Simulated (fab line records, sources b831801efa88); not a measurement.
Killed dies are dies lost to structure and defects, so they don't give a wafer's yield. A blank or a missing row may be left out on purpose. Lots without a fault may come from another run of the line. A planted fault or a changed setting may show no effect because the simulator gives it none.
Which tool did it? | flow gf180mcu | 14 lots, 42 wafers sampled, at 3 steps of a route of 602

WHAT THE GAUGES READ, wafer by wafer
GF_M5_OVL_MEAS_08.
lot  | measured     | on         | M5_OVL (nm)
L208 | day 26 14:41 | overlay-01 | -5 -8 -7
L209 | day 27 00:50 | overlay-02 | -1 -5 -12
L211 | day 27 05:14 | overlay-02 | -14 -7 -10
L213 | day 28 00:11 | overlay-02 | -9 -5 -7
L214 | day 28 06:53 | overlay-02 | -4 -3 -2
L216 | day 28 16:11 | overlay-01 | -5 -1 -7
L217 | day 29 05:08 | overlay-02 | 2 -3 -4
L218 | day 29 10:29 | overlay-02 | - - -
L219 | day 29 17:26 | overlay-01 | - - -
L226 | day 31 18:17 | overlay-02 | 0 -4 1
L227 | day 32 02:35 | overlay-01 | -1 -6 2
L228 | day 32 07:11 | overlay-01 | 7 3 1
L229 | day 32 07:44 | overlay-01 | 2 -1 5
L230 | day 32 19:41 | overlay-01 | -14 -9 -4

WHICH TOOL RAN EACH LOT (tool, then ch and the chambers of the sampled wafers, then the start)
lot  | GF_MIM_SPUTTER_01            | GF_M5_DEVELOP_06
L208 | pvd_sputter-02, day 24 19:59 | litho_track-04 ch 0, day 26 14:26
L209 | pvd_sputter-02, day 25 06:25 | litho_track-04 ch 0, day 27 00:34
L211 | pvd_sputter-03, day 25 10:01 | litho_track-04 ch 0, day 27 04:59
L213 | pvd_sputter-02, day 26 07:16 | litho_track-02 ch 0, day 27 23:55
L214 | pvd_sputter-02, day 26 15:46 | litho_track-01 ch 0, day 28 06:37
L216 | pvd_sputter-04, day 27 00:00 | litho_track-01 ch 0, day 28 15:55
L217 | pvd_sputter-04, day 27 12:51 | litho_track-02 ch 0, day 29 04:52
L218 | pvd_sputter-03, day 27 20:04 | litho_track-02, day 29 10:14
L219 | pvd_sputter-03, day 28 02:15 | litho_track-01, day 29 17:10
L226 | pvd_sputter-02, day 30 05:46 | litho_track-01 ch 0, day 31 18:01
L227 | pvd_sputter-04, day 30 14:40 | litho_track-04 ch 0, day 32 02:19
L228 | pvd_sputter-02, day 30 19:59 | litho_track-02 ch 0, day 32 06:55
L229 | pvd_sputter-03, day 30 20:00 | litho_track-01 ch 0, day 32 07:28
L230 | pvd_sputter-04, day 31 09:31 | litho_track-01 ch 0, day 32 19:25
- GF_MIM_SPUTTER_01: material TiN, target thk 30 nm, time 25 s.
- GF_M5_DEVELOP_06: develop time 60 s.

WHAT THE TOOLS THEMSELVES READ (means of the sampled wafers that have a number; where no wafer has one, the mark that the record gives instead)
GF_MIM_SPUTTER_01.
lot  | tool           | throttle_valve_pct (%)
L208 | pvd_sputter-02 | 30.2
L209 | pvd_sputter-02 | 29.8
L211 | pvd_sputter-03 | 30.1
L213 | pvd_sputter-02 | 29.8
L214 | pvd_sputter-02 | 29.3
L216 | pvd_sputter-04 | 29.6
L217 | pvd_sputter-04 | 29.9
L218 | pvd_sputter-03 | 30.5
L219 | pvd_sputter-03 | 29.4
L226 | pvd_sputter-02 | 29.8
L227 | pvd_sputter-04 | 29.7
L228 | pvd_sputter-02 | 29.5
L229 | pvd_sputter-03 | 30.7
L230 | pvd_sputter-04 | 30.0

GF_M5_DEVELOP_06.
lot  | tool           | chill_plate_temp_C (C)
L208 | litho_track-04 | 22.96
L209 | litho_track-04 | 22.99
L211 | litho_track-04 | 23.00
L213 | litho_track-02 | 22.89
L214 | litho_track-01 | 22.91
L216 | litho_track-01 | 22.91
L217 | litho_track-02 | 23.01
L218 | litho_track-02 | -
L219 | litho_track-01 | -
L226 | litho_track-01 | 22.91
L227 | litho_track-04 | 23.10
L228 | litho_track-02 | 22.99
L229 | litho_track-01 | 22.96
L230 | litho_track-01 | 23.05

THE ANSWER, worked out from the rows above alone
Rule: what is usual is taken from the lots themselves. Put in order of their means at a reading, lots are off if they are a third of the lots or fewer, leave a main group of 4 or more, and stand apart from it by a gap of 3 or more times the standard deviation of the main group's means; of several such gaps the widest counts. A main group whose means are all the same, to the digits that the tables above print for the reading, isn't used. A lot without any number at a reading at which 4 lots or more have one is off too. The other lots that the step has rows for count as sound. The gauges are gone through in route order, then the tools' own readings, and for those a lot's mean is taken as printed above. The first step at which some lot is off is used, and at that step the reading that is off furthest; a lot without a number counts as furthest.
Off: L218, L219, at GF_M5_OVL_MEAS_08 (M5_OVL). Without a number there: L218, L219. The main group: mean -4 nm, standard deviation 4.1.
A tool fits if, at a process step before that reading, it ran every lot that is off, and no sound lot after the first of them. The gauges at GF_M5_OVL_MEAS_08 aren't tried: what is off there is off at GF_M5_DEVELOP_06 too, on other tools, and a gauge's error can't cause that. None of those tried fits.

WHAT THE SIMULATOR HAD PUT IN
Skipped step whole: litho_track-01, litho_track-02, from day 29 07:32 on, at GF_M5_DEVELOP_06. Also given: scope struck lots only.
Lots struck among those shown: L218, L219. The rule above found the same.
